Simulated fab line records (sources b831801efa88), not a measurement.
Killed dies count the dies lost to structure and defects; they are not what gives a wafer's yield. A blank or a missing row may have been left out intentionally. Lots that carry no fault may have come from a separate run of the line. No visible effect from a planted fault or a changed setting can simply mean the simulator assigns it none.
fab line records	flow sky130	part 1 of 2: steps 1 to 30 of 40
[record] lots = 5	wafers = 15	lastDay = 49
route steps=708 shown METAL4@602 CAP2M@603 VIA4@639
lots that met no fault: taken from a fault-free run of the same line
startH: hours from the record's opening day to when the first of the lot's shown wafers began	waitH: hours elapsed since this lot's preceding step	" unchanged from the row above	L1.1+2: one row covering several wafers at once	- no value present, or no start provided	* or withheld: withheld	< > ~ a bound
route shown NAME@n: names a module that has steps shown in the file, with the first one's number in the route	usual: mean and standard deviation over wafers with no fault	same: alike in all rows	chamber/n: place in a boat	sites: per-site readings	_std_site: their standard deviation	_edge_site: outer sites' mean less inner sites'	radiusMm: how far each site lies from the wafer's centre	mask NAME#n: copy n	behind: tool/chamber where the wafer was last shaped	hold: why the lot was held/for how many hours/how that ended	device: which transistor (n, p or np) failed to switch	end of line: the route-end tests of the same wafers	where a step has no rows: the recipe by itself	killed: dies lost to structure and defects at the first sort, not the wafer's yield	map: dies across one wafer; x = killed, . = not, _ = none there
set.NAME: the setting that was run; set.NAME@STEP: the one run at that earlier step	model.NAME: the simulator's own value behind a step, which no gauge read
lots seen at some steps along the route; tables by step, rows by wafer
services: the hour from which a tool's chamber was out of use, counted from the record's first day as startH (under 0 if before that day), plus the number of hours and why
[[steps]]
[step SKY_METAL4_SPUTTER_04]
[recipe] material = TiN	targetThkNm = 70	powerW = 6500	timeS = 58.3	chamberPressurePa = 0.4
[usual] cathodeDcPowerW = 6499.8/1.2	throttleValvePct = 30.1/0.99
lot.wafer	tool	chamber	startH	waitH	cathodeDcPowerW	throttleValvePct
L078.3	pvdSputter-01	-	955.71	0.0	6502.6	29.8
L078.4	"	-	"	"	6500.9	31.7
L078.6	"	-	"	"	6498.2	31.7
L079.4	pvdSputter-04	-	961.88	0.0	6499.0	30.2
L079.5	"	-	"	"	6499.9	28.0
L079.6	"	-	"	"	6501.9	30.4
L086.1	pvdSputter-03	-	1021.85	0.0	6499.9	30.0
L086.4	"	-	"	"	6499.1	31.2
L086.5	"	-	"	"	6499.9	29.9
L091.3	pvdSputter-04	-	1042.56	0.0	6497.8	30.3
L091.4	"	-	"	"	6498.0	31.4
L091.6	"	-	"	"	6498.6	30.7
L095.1	pvdSputter-03	-	1068.13	0.0	6499.9	29.8
L095.3	"	-	"	"	6500.7	29.9
L095.6	"	-	"	"	6501.8	29.9
[step SKY_CAP2M_CVD_00]
[recipe] material = SiO2	targetThkNm = 15.5	tempC = 400	timeS = withheld	rfW = 450
[usual] heaterPowerW = 726/99
lot.wafer	tool	chamber	startH	waitH	heaterPowerW
L078.3	pecvd-01	1	955.75	0.0	671
L078.4	"	0	"	"	764
L078.6	"	1	"	"	689
L079.4	pecvd-01	1	961.94	0.0	590
L079.5	"	2	"	"	781
L079.6	"	0	"	"	752
L086.1	pecvd-04	0	1021.90	0.0	915
L086.4	"	1	"	"	636
L086.5	"	0	"	"	893
L091.3	pecvd-01	2	1042.61	0.0	806
L091.4	"	1	"	"	616
L091.6	"	0	"	"	669
L095.1	pecvd-01	1	1068.17	0.0	684
L095.3	"	2	"	"	742
L095.6	"	2	"	"	762
[step SKY_CAP2M_THK_MEAS_01]
[recipe] reads = SiO2_of_CAP2M_CVD_00
[usual] CAP2M_CVD_00_THK = 15.42/0.22
lot.wafer	tool	chamber	startH	waitH	CAP2M_CVD_00_THK[nm]
L078.3	filmMetro-03	-	955.80	-	15.65
L078.4	"	-	"	"	15.93
L078.6	"	-	"	"	15.82
L079.4	filmMetro-04	-	961.98	-	15.63
L079.5	"	-	"	"	15.28
L079.6	"	-	"	"	15.50
L086.1	filmMetro-02	-	1021.92	-	15.55
L086.4	"	-	"	"	15.68
L086.5	"	-	"	"	15.64
L091.3	filmMetro-04	-	1042.65	-	15.16
L091.4	"	-	"	"	15.54
L091.6	"	-	"	"	15.69
L095.1	filmMetro-02	-	1068.20	-	15.47
L095.3	"	-	"	"	15.26
L095.6	"	-	"	"	15.38
[step SKY_CAP2M_SPUTTER_02]
[recipe] material = TiN	targetThkNm = 200	tempC = 300	powerW = 6500	timeS = 166.7	chamberPressurePa = 0.4
[usual] cathodeDcPowerW = 6499.9/1.1	throttleValvePct = 30.2/0.91
lot.wafer	tool	chamber	startH	waitH	cathodeDcPowerW	throttleValvePct
L078.3	pvdSputter-02	-	955.84	0.0	6501.2	30.1
L078.4	"	-	"	"	6498.4	30.0
L078.6	"	-	"	"	6499.8	31.1
L079.4	pvdSputter-03	-	962.01	0.0	6499.9	29.5
L079.5	"	-	"	"	6499.2	29.8
L079.6	"	-	"	"	6500.1	29.5
L086.1	pvdSputter-02	-	1021.98	0.1	6500.7	30.1
L086.4	"	-	"	"	6502.5	30.6
L086.5	"	-	"	"	6498.3	30.0
L091.3	pvdSputter-03	-	1042.69	0.0	6501.7	31.3
L091.4	"	-	"	"	6500.0	30.0
L091.6	"	-	"	"	6500.2	29.3
L095.1	pvdSputter-02	-	1068.26	0.1	6500.4	29.7
L095.3	"	-	"	"	6499.6	31.4
L095.6	"	-	"	"	6499.9	30.1
[step SKY_CAP2M_RS_MEAS_03]
[recipe] thkMeasGauge = four-point-probe	reads = TiN_of_CAP2M_SPUTTER_02
[usual] CAP2M_TIN_RS = 6.93/0.077
lot.wafer	tool	chamber	startH	waitH	CAP2M_TIN_RS[ohm/sq]
L078.3	filmMetro-03	-	955.99	0.1	6.92
L078.4	"	-	"	"	6.86
L078.6	"	-	"	"	6.90
L079.4	filmMetro-03	-	962.18	0.1	6.84
L079.5	"	-	"	"	6.93
L079.6	"	-	"	"	6.88
L086.1	filmMetro-04	-	1022.09	0.1	6.86
L086.4	"	-	"	"	6.90
L086.5	"	-	"	"	6.87
L091.3	filmMetro-03	-	1042.84	0.1	6.95
L091.4	"	-	"	"	6.93
L091.6	"	-	"	"	6.99
L095.1	filmMetro-02	-	1068.37	0.1	6.95
L095.3	"	-	"	"	6.94
L095.6	"	-	"	"	6.89
[step SKY_CAP2M_THK_MEAS_04]
[recipe] thkMeasGauge = xrf	reads = TiN_of_CAP2M_SPUTTER_02
[usual] CAP2M_TIN_THK = 198.5/2.2
lot.wafer	tool	chamber	startH	waitH	CAP2M_TIN_THK[nm]
L078.3	filmMetro-03	-	956.09	0.1	197.2
L078.4	"	-	"	"	200.2
L078.6	"	-	"	"	198.3
L079.4	filmMetro-03	-	962.27	0.1	201.2
L079.5	"	-	"	"	198.3
L079.6	"	-	"	"	199.9
L086.1	filmMetro-04	-	1022.21	0.1	202.0
L086.4	"	-	"	"	200.1
L086.5	"	-	"	"	200.5
L091.3	filmMetro-03	-	1042.94	0.1	197.1
L091.4	"	-	"	"	198.4
L091.6	"	-	"	"	196.6
L095.1	filmMetro-02	-	1068.49	0.1	198.6
L095.3	"	-	"	"	198.3
L095.6	"	-	"	"	200.1
[step SKY_CAP2M_DEHYDRATE_05]
[recipe] tempC = 200	timeS = 60
lot.wafer	tool	chamber	startH	waitH
L078.3+4+6	lithoTrack-01	0	967.56	11.5
L079.4+5+6	lithoTrack-01	0	973.03	10.8
L086.1+4+5	lithoTrack-01	0	1033.61	11.4
L091.3+4+6	lithoTrack-01	0	1053.16	10.2
L095.1+3+6	lithoTrack-03	0	1078.11	9.6
[step SKY_CAP2M_HMDS_06]
[recipe] primeTimeS = 60	primeTempC = 120
lot.wafer	tool	chamber	startH	waitH
L078.3+4+6	lithoTrack-01	0	967.71	0.1
L079.4+5+6	lithoTrack-01	0	973.18	0.1
L086.1+4+5	lithoTrack-01	0	1033.76	0.1
L091.3+4+6	lithoTrack-01	0	1053.31	0.1
L095.1+3+6	lithoTrack-03	0	1078.26	0.1
[step SKY_CAP2M_COAT_07]
[recipe] resist = NOVOLAK	spinRpm = 3000	resistThkNm = 1140
[usual] dispensePressureKPa = 51.0/2.1	spinSpeedRpm = 3000.4/2
lot.wafer	tool	chamber	startH	waitH	dispensePressureKPa	spinSpeedRpm
L078.3	lithoTrack-01	0	967.86	0.1	51.0	2998.4
L078.4	"	0	"	"	51.0	2998.3
L078.6	"	0	"	"	51.0	2998.8
L079.4	lithoTrack-01	0	973.33	0.1	51.0	3000.5
L079.5	"	0	"	"	51.0	2999.6
L079.6	"	0	"	"	51.0	3001.3
L086.1	lithoTrack-01	0	1033.91	0.1	51.0	2999.6
L086.4	"	0	"	"	51.0	2999.7
L086.5	"	0	"	"	51.0	2999.5
L091.3	lithoTrack-01	0	1053.46	0.1	51.0	3002.7
L091.4	"	0	"	"	51.0	2999.5
L091.6	"	0	"	"	50.9	3002.4
L095.1	lithoTrack-03	0	1078.41	0.1	47.5	2998.2
L095.3	"	0	"	"	47.5	2997.5
L095.6	"	0	"	"	47.4	2997.9
[step SKY_CAP2M_SOFTBAKE_08]
[recipe] tempC = 90	timeS = 60	resist = NOVOLAK
lot.wafer	tool	chamber	startH	waitH
L078.3+4+6	lithoTrack-01	0	968.01	0.1
L079.4+5+6	lithoTrack-01	0	973.48	0.1
L086.1+4+5	lithoTrack-01	0	1034.06	0.1
L091.3+4+6	lithoTrack-01	0	1053.61	0.1
L095.1+3+6	lithoTrack-03	0	1078.56	0.1
[step SKY_CAP2M_EXPOSE_09]
[recipe] maskId = CAP2M	na = 0.6	sourceShape = conventional	sigmaOuter = 0.6	polarization = unpolarized	targetCdNm = 1000	doseMj = 159
lot.wafer	tool	chamber	startH	waitH	mask
L078.3+4+6	ilineStepper-02	0	-	-	CAP2M#0
L079.4+5+6	ilineStepper-01	0	-	-	CAP2M#0
L086.1+4+5	ilineStepper-02	0	-	-	CAP2M#0
L091.3+4+6	ilineStepper-01	0	-	-	CAP2M#0
L095.1+3+6	ilineStepper-01	0	-	-	CAP2M#0
[step SKY_CAP2M_PEB_10]
[recipe] tempC = withheld	timeS = *	resist = NOVOLAK
lot.wafer	tool	chamber	startH	waitH
L078.3+4+6	lithoTrack-03	0	-	-
L079.4+5+6	lithoTrack-03	0	-	-
L086.1+4+5	lithoTrack-03	0	-	-
L091.3+4+6	lithoTrack-04	0	-	-
L095.1+3+6	lithoTrack-01	0	-	-
[step SKY_CAP2M_DEVELOP_11]
[recipe] resist = NOVOLAK	developer = TMAH	developTimeS = 60	devTempC = 23
lot.wafer	tool	chamber	startH	waitH
L078.3+4+6	lithoTrack-03	0	979.46	0.1
L079.4+5+6	lithoTrack-03	0	985.64	0.1
L086.1+4+5	lithoTrack-03	0	1044.41	0.1
L091.3+4+6	lithoTrack-04	0	1064.41	0.1
L095.1+3+6	lithoTrack-01	0	1088.26	0.1
[step SKY_CAP2M_OVL_MEAS_12]
[usual] CAP2M_OVL = -0.8/1.5
lot.wafer	tool	chamber	startH	waitH	CAP2M_OVL[nm]
L078.3	overlay-01	-	979.58	0.1	2.0
L078.4	"	-	"	"	0.5
L078.6	"	-	"	"	-2.0
L079.4	overlay-01	-	985.73	0.1	-2.1
L079.5	"	-	"	"	-3.0
L079.6	"	-	"	"	-4.0
L086.1	overlay-01	-	1044.56	0.1	-1.2
L086.4	"	-	"	"	-1.6
L086.5	"	-	"	"	-0.3
L091.3	overlay-01	-	1064.52	0.1	-0.5
L091.4	"	-	"	"	-0.4
L091.6	"	-	"	"	0.7
L095.1	overlay-02	-	1088.41	0.1	0.8
L095.3	"	-	"	"	0.5
L095.6	"	-	"	"	-1.9
[step SKY_CAP2M_METAL_ETCH_13]
[recipe] targetDepthNm = 220	stopOn = SiO2	chemistry = Cl2/BCl3	target = TiN	pressureMtorr = 10	icpW = 900	biasW = 48.5	Cl2_flow_sccm = 60	bcl3FlowSccm = 30	timeS = 62.9
[usual] drypumpMotorCurrentA = 5.7/0.55	oesProductAu = 0.939/0.0082	throttleValvePct = 21.903/0.01
lot.wafer	tool	chamber	startH	waitH	drypumpMotorCurrentA	oesProductAu	rfHoursCounterH	throttleValvePct
L078.3	rieMetal-04	1	979.65	0.1	5.1	0.944	-	21.891
L078.4	"	1	"	"	5.1	0.942	-	21.881
L078.6	"	1	"	"	5.1	0.939	-	21.910
L079.4	rieMetal-04	1	985.83	0.1	5.1	0.948	-	21.910
L079.5	"	1	"	"	5.1	0.946	-	21.915
L079.6	"	1	"	"	5.1	0.949	-	21.904
L086.1	rieMetal-04	1	1044.60	0.0	5.1	0.948	23	21.887
L086.4	"	1	"	"	5.1	0.937	-	21.904
L086.5	"	1	"	"	5.1	0.945	-	21.902
L091.3	rieMetal-04	1	1064.57	0.0	5.1	0.938	-	21.913
L091.4	"	0	"	"	5.9	0.942	-	21.902
L091.6	"	1	"	"	5.1	0.942	-	21.912
L095.1	rieMetal-02	0	1088.45	0.0	6.5	0.935	6	21.887
L095.3	"	1	"	"	6.0	0.931	-	21.921
L095.6	"	0	"	"	6.5	0.944	-	21.893
[step SKY_CAP2M_STRIP_14]
[recipe] chemistry = O2/N2	powerW = 1400	pressureMtorr = 1500	platenTempC = withheld	o2FlowSccm = 3000	n2FlowSccm = 300	overashFraction = 0.5
[usual] drypumpMotorCurrentA = 5.5/0.39	o2FlowSccm = 3001/8.5	oesProductAu = 0.710/0.0048	stripTimeToEndpointS = 12.67/0.056
lot.wafer	tool	chamber	startH	waitH	drypumpMotorCurrentA	o2FlowSccm	oesProductAu	rfHoursCounterH	stripTimeToEndpointS
L078.3	plasmaAsher-01	0	979.79	0.1	5.4	2995	0.710	-	12.74
L078.4	"	1	"	"	6.0	3017	0.713	-	12.65
L078.6	"	1	"	"	6.0	3015	0.715	-	12.70
L079.4	plasmaAsher-04	0	985.94	0.1	5.2	2990	0.718	-	12.69
L079.5	"	1	"	"	4.7	3020	0.716	-	12.72
L079.6	"	0	"	"	5.2	2999	0.712	-	12.68
L086.1	plasmaAsher-01	1	1044.81	0.2	6.0	3003	0.715	29	12.68
L086.4	"	0	"	"	5.4	2988	0.718	-	12.65
L086.5	"	0	"	"	5.4	3002	0.712	-	12.58
L091.3	plasmaAsher-01	1	1064.66	0.1	6.0	3008	0.711	-	12.71
L091.4	"	0	"	"	5.5	3000	0.717	-	12.65
L091.6	"	0	"	"	5.4	2993	0.715	-	12.67
L095.1	plasmaAsher-02	0	1088.52	0.1	5.5	3006	0.716	66	12.72
L095.3	"	1	"	"	5.7	3014	0.709	-	12.66
L095.6	"	1	"	"	5.7	3004	0.710	-	12.69
[step SKY_CAP2M_STRIP_15]
[recipe] chemistry = postEtchResidueRemover	timeS = 1200	tempC = 72.5
lot.wafer	tool	chamber	startH	waitH
L078.3+4+6	wetBench-02	3	979.85	0.0
L079.4+5+6	wetBench-01	1	986.00	0.0
L086.1+4+5	wetBench-02	0	1044.95	0.1
L091.3+4+6	wetBench-04	3	1064.73	0.0
L095.1+3+6	wetBench-04	0	1088.62	0.1
[step SKY_CAP2M_CLEAN_16]
[recipe] chemistry = IPA	timeS = 180	tempC = 25
lot.wafer	tool	chamber	startH	waitH
L078.3+4+6	wetBench-04	3	980.60	0.0
L079.4+5+6	wetBench-04	0	986.35	0.0
L086.1+4+5	wetBench-04	3	1045.30	0.0
L091.3+4+6	wetBench-01	1	1065.07	0.0
L095.1+3+6	wetBench-02	0	1089.00	0.0
[step SKY_CAP2M_CLEAN_17]
[recipe] chemistry = O3/DIW	dry = n2Spin
lot.wafer	tool	chamber	startH	waitH
L078.3+4+6	wetBench-01	1	980.66	0.0
L079.4+5+6	wetBench-02	3	986.40	0.0
L086.1+4+5	wetBench-04	3	1045.37	0.0
L091.3+4+6	wetBench-04	2	1065.13	0.0
L095.1+3+6	wetBench-01	3	1089.05	0.0
[step SKY_METAL4_DEHYDRATE_05]
[recipe] tempC = 200	timeS = 60
lot.wafer	tool	chamber	startH	waitH
L078.3+4+6	lithoTrack-01	0	992.01	11.3
L079.4+5+6	lithoTrack-02	0	997.28	10.8
L086.1+4+5	lithoTrack-04	0	1055.66	10.2
L091.3+4+6	lithoTrack-01	0	1075.41	10.2
L095.1+3+6	lithoTrack-01	0	1098.21	9.1
[step SKY_METAL4_HMDS_06]
[recipe] primeTimeS = 60	primeTempC = 120
lot.wafer	tool	chamber	startH	waitH
L078.3+4+6	lithoTrack-01	0	992.16	0.1
L079.4+5+6	lithoTrack-02	0	997.43	0.1
L086.1+4+5	lithoTrack-04	0	1055.81	0.1
L091.3+4+6	lithoTrack-01	0	1075.56	0.1
L095.1+3+6	lithoTrack-01	0	1098.36	0.1
[step SKY_METAL4_COAT_07]
[recipe] resist = BARC	tempC = withheld	timeS = withheld	spinRpm = 3000	resistThkNm = 60
[usual] dispensePressureKPa = 49/3.7	spinSpeedRpm = 2999.4/1.9
lot.wafer	tool	chamber	startH	waitH	dispensePressureKPa	spinSpeedRpm
L078.3	lithoTrack-01	0	992.31	0.1	51	3000.9
L078.4	"	0	"	"	51	2999.3
L078.6	"	0	"	"	51	2998.6
L079.4	lithoTrack-02	0	997.58	0.1	44	2999.2
L079.5	"	0	"	"	44	3001.4
L079.6	"	0	"	"	44	2997.7
L086.1	lithoTrack-04	0	1055.96	0.1	53	2999.5
L086.4	"	0	"	"	53	2998.4
L086.5	"	0	"	"	53	2998.1
L091.3	lithoTrack-01	0	1075.71	0.1	51	3000.5
L091.4	"	0	"	"	51	2998.4
L091.6	"	0	"	"	51	3000.8
L095.1	lithoTrack-01	0	1098.51	0.1	51	2998.0
L095.3	"	0	"	"	51	2999.7
L095.6	"	0	"	"	51	3000.6
[step SKY_METAL4_COAT_08]
[recipe] resist = KrF-thick	spinRpm = 3000	resistThkNm = 1140
[usual] dispensePressureKPa = 49/3.8	spinSpeedRpm = 2999.9/2.1
lot.wafer	tool	chamber	startH	waitH	dispensePressureKPa	spinSpeedRpm
L078.3	lithoTrack-01	0	-	-	51	3001.5
L078.4	"	0	"	"	51	2998.5
L078.6	"	0	"	"	51	2998.5
L079.4	lithoTrack-02	0	-	-	44	3003.0
L079.5	"	0	"	"	44	3001.0
L079.6	"	0	"	"	44	3001.9
L086.1	lithoTrack-04	0	-	-	53	3000.2
L086.4	"	0	"	"	53	3000.3
L086.5	"	0	"	"	53	3000.4
L091.3	lithoTrack-01	0	-	-	51	2999.3
L091.4	"	0	"	"	51	3000.7
L091.6	"	0	"	"	51	2998.9
L095.1	lithoTrack-01	0	-	-	51	3003.8
L095.3	"	0	"	"	51	3001.6
L095.6	"	0	"	"	51	2999.9
[step SKY_METAL4_SOFTBAKE_09]
[recipe] tempC = 100	timeS = 90	resist = KrF-thick
lot.wafer	tool	chamber	startH	waitH
L078.3+4+6	lithoTrack-01	0	-	-
L079.4+5+6	lithoTrack-02	0	-	-
L086.1+4+5	lithoTrack-04	0	-	-
L091.3+4+6	lithoTrack-01	0	-	-
L095.1+3+6	lithoTrack-01	0	-	-
[step SKY_METAL4_EXPOSE_10]
[recipe] maskId = MM4	na = 0.68	sourceShape = annular	sigmaInner = 0.4	sigmaOuter = 0.8	targetCdNm = 300	doseMj = 28
lot.wafer	tool	chamber	startH	waitH	mask
L078.3+4+6	krfScanner-02	0	-	-	MM4#0
L079.4+5+6	krfScanner-02	0	-	-	MM4#0
L086.1+4+5	krfScanner-01	0	-	-	MM4#0
L091.3+4+6	krfScanner-01	0	-	-	MM4#0
L095.1+3+6	krfScanner-02	0	-	-	MM4#0
[step SKY_METAL4_PEB_11]
[recipe] pebTempC = withheld	pebTimeS = withheld	resist = KrF-thick
lot.wafer	tool	chamber	startH	waitH
L078.3+4+6	lithoTrack-02	0	-	-
L079.4+5+6	lithoTrack-02	0	-	-
L086.1+4+5	lithoTrack-04	0	-	-
L091.3+4+6	lithoTrack-01	0	-	-
L095.1+3+6	lithoTrack-01	0	-	-
[step SKY_METAL4_DEVELOP_12]
[recipe] developTimeS = 60	resist = KrF-thick	devTempC = 21
lot.wafer	tool	chamber	startH	waitH
L078.3+4+6	lithoTrack-02	0	-	-
L079.4+5+6	lithoTrack-02	0	-	-
L086.1+4+5	lithoTrack-04	0	-	-
L091.3+4+6	lithoTrack-01	0	-	-
L095.1+3+6	lithoTrack-01	0	-	-
[step SKY_METAL4_CD_MEAS_13]
[recipe] targetCdNm = 300
[usual] cdNm = 299.8/1.9
lot.wafer	tool	chamber	startH	waitH	cdNm
L078.3	cdSem-02	-	1004.35	-	300.4
L078.4	"	-	"	"	300.2
L078.6	"	-	"	"	300.1
L079.4	cdSem-01	-	1009.62	-	302.3
L079.5	"	-	"	"	303.2
L079.6	"	-	"	"	303.8
L086.1	cdSem-02	-	1066.63	-	299.9
L086.4	"	-	"	"	299.6
L086.5	"	-	"	"	298.9
L091.3	cdSem-02	-	1086.05	-	301.4
L091.4	"	-	"	"	301.3
L091.6	"	-	"	"	301.6
L095.1	cdSem-01	-	1108.71	-	297.6
L095.3	"	-	"	"	297.5
L095.6	"	-	"	"	297.7
[step SKY_METAL4_OVL_MEAS_14]
[usual] METAL4_OVL = -1/5.4
lot.wafer	tool	chamber	startH	waitH	METAL4_OVL[nm]
L078.3	overlay-02	-	1004.44	0.1	4
L078.4	"	-	"	"	5
L078.6	"	-	"	"	5
L079.4	overlay-02	-	1009.69	0.1	6
L079.5	"	-	"	"	5
L079.6	"	-	"	"	13
L086.1	overlay-01	-	1066.75	0.1	-8
L086.4	"	-	"	"	-9
L086.5	"	-	"	"	1
L091.3	overlay-01	-	1086.14	0.1	-4
L091.4	"	-	"	"	-2
L091.6	"	-	"	"	-6
L095.1	overlay-01	-	1108.83	0.1	3
L095.3	"	-	"	"	6
L095.6	"	-	"	"	6
[step SKY_METAL4_DESCUM_15]
[recipe] chemistry = O2	sourcePowerW = 150	biasPowerW = 0	pressureMtorr = 10	tempC = 40	timeS = 8
[usual] drypumpMotorCurrentA = 5.9/0.47	oesProductAu = 1.006/0.011
lot.wafer	tool	chamber	startH	waitH	drypumpMotorCurrentA	oesProductAu	rfHoursCounterH
L078.3	rieMetal-03	1	1004.47	0.0	5.6	1.024	-
L078.4	"	0	"	"	5.4	1.016	-
L078.6	"	1	"	"	5.6	1.020	-
L079.4	rieMetal-02	1	1009.72	0.0	6.0	1.018	-
L079.5	"	0	"	"	6.6	0.998	-
L079.6	"	1	"	"	6.0	1.018	-
L086.1	rieMetal-03	0	1066.78	0.0	5.4	1.008	23
L086.4	"	0	"	"	5.4	1.008	-
L086.5	"	0	"	"	5.4	1.005	-
L091.3	rieMetal-02	0	1086.18	0.0	6.6	1.000	-
L091.4	"	1	"	"	6.0	1.015	-
L091.6	"	1	"	"	6.0	1.019	-
L095.1	rieMetal-01	1	1108.87	0.0	6.0	1.011	11
L095.3	"	1	"	"	6.0	1.005	-
L095.6	"	1	"	"	6.0	1.010	-
